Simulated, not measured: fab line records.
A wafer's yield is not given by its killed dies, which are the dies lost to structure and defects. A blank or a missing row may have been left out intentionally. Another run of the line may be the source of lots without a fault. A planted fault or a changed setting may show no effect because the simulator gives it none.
A lot that was struck, set against a sound lot -- flow sky130 -- 18 steps out of a route of 708
Sound: wafers L616.1, L616.2, L616.3. Struck: wafer L623.5 (left out: L623.1, a lot-mate that was not struck); the cause follows at the end.
Per side, at each step with rows, come the tool, then ch with its chambers, and then its first start. Under that, the readings that differ: sound wafers -- struck wafers -- difference of the means -- sigmas: that difference in standard deviations of wafers without a fault.
alike: same words and numbers on both sides, and readings whose means sit less than 2 such deviations apart. not compared: any withheld reading, any reading some wafer has no value for, any bound like >300 that may hide the same value, and any number with overlapping values for which the record gives no deviation.
The two part at a step that has a row with sigmas, a row that says differs or no value, or rows on one side only. When numbers do not overlap yet have no deviation, they are printed without sigmas and do not part them. A reading missing from all wafers of one side parts the sides only when that side holds two or more wafers.

first, 3 steps without rows for these wafers: SKY_VIA1_EXPOSE_09 (exposes mask VIM, target cd 150 nm); SKY_VIA1_PEB_10; SKY_VIA1_DEVELOP_11 (develop time 60 s).
SKY_VIA1_CD_MEAS_12: the cd target is 150 nm.
  sound: cd sem-02 at day 36 21:49; struck: cd sem-01 at day 38 07:43
  alike: cd nm
SKY_VIA1_OVL_MEAS_13:
  sound: overlay-02 at day 36 21:56; struck: overlay-02 at day 38 07:50
  alike: VIA1_OVL
SKY_VIA1_ETCH_14: etches BARC in N2/H2, stops on SiO2, time 45.9 s, target depth 60 nm.
  sound on rie diel-01 ch 0,1,2, day 36 21:59; struck on rie diel-04 ch 3, day 38 07:53
  alike: drypump motor current A, oes product au, throttle valve pct
  not compared: rf hours counter h
SKY_VIA1_ETCH_15: etches SiO2 in C4F8/O2/Ar, stops on TiN, target depth 351 nm, time 54 s.
  sound on rie diel-01 ch 0,1,2, day 36 22:01; struck on rie diel-04 ch 3, day 38 07:55
  alike: oes product au
  not compared: rf hours counter h
SKY_VIA1_STRIP_16: strips in O2/N2.
  sound on plasma asher-03 ch 0,1, day 36 22:04; struck on plasma asher-03 ch 0, day 38 07:58
reading,sound,struck,difference,sigmas
oes product au (a.u.),0.421 0.414 0.418,0.402,-0.016,-3
  alike: drypump motor current A, strip time to endpoint s
  not compared: rf hours counter h
then, 3 steps without rows for these wafers: SKY_VIA1_STRIP_17 (strips in post etch residue remover, time 1200 s); SKY_VIA1_CLEAN_18 (cleans in IPA, time 180 s); SKY_VIA1_CLEAN_19 (cleans in O3/DIW).
SKY_VIA1_SPUTTER_20: material TiN, target thk 20 nm, time 80 s.
  sound: pvd sputter-01 at day 36 22:48; struck: pvd sputter-03 at day 38 08:34
  alike: throttle valve pct
SKY_VIA1_CVD_21: deposits W, target thk 270 nm, time 80.902 s.
  sound on cvd w-01 ch 0,1, day 36 22:52; struck on cvd w-01 ch 1, day 38 08:37
reading,sound,struck,difference,sigmas
model.W_of_VIA1_CVD_21.thk nm (nm),264 262.3 264,361.5,+98.1,
  alike: heater power w, susceptor temp C
SKY_VIA1_RS_MEAS_22: measurement is done with a four-point probe.
  sound: film metro-04 at day 36 22:58; struck: film metro-03 at day 38 08:43
reading,sound,struck,difference,sigmas
VIA1_W_RS (ohm/sq),0.436 0.439 0.436,0.317,-0.120,-14
SKY_VIA1_THK_MEAS_23: measures by xrf.
  sound: film metro-04 at day 36 23:05; struck: film metro-03 at day 38 08:50
reading,sound,struck,difference,sigmas
VIA1_W_THK (nm),261 259 262,352,+91,+15
SKY_VIA1_CMP_24: polishes, stops on SiO2, t overpolish 15 s, target thk 0 nm.
  sound on cmp-02 ch 1,2,3, day 36 23:08; struck on cmp-01 ch 0, day 38 08:53
reading,sound,struck,difference,sigmas
time to endpoint s (s),62 70 65,89,+23,+5
  alike: head pressure psi, motor current A
SKY_METAL2_SPUTTER_00: material Ti, target thk 15 nm, time 10 s.
  sound: pvd sputter-03 at day 36 23:26; struck: pvd sputter-02 at day 38 09:11
  alike: throttle valve pct
then, 1 step without rows for these wafers: SKY_PAD_OPEN_PROBE_99.

WHERE THEY PART
Earliest at SKY_VIA1_STRIP_16; latest, in this record, at SKY_VIA1_CMP_24. Later steps at which nothing parts them and some readings are alike: SKY_METAL2_SPUTTER_00.

WHY: the cause the simulator had injected
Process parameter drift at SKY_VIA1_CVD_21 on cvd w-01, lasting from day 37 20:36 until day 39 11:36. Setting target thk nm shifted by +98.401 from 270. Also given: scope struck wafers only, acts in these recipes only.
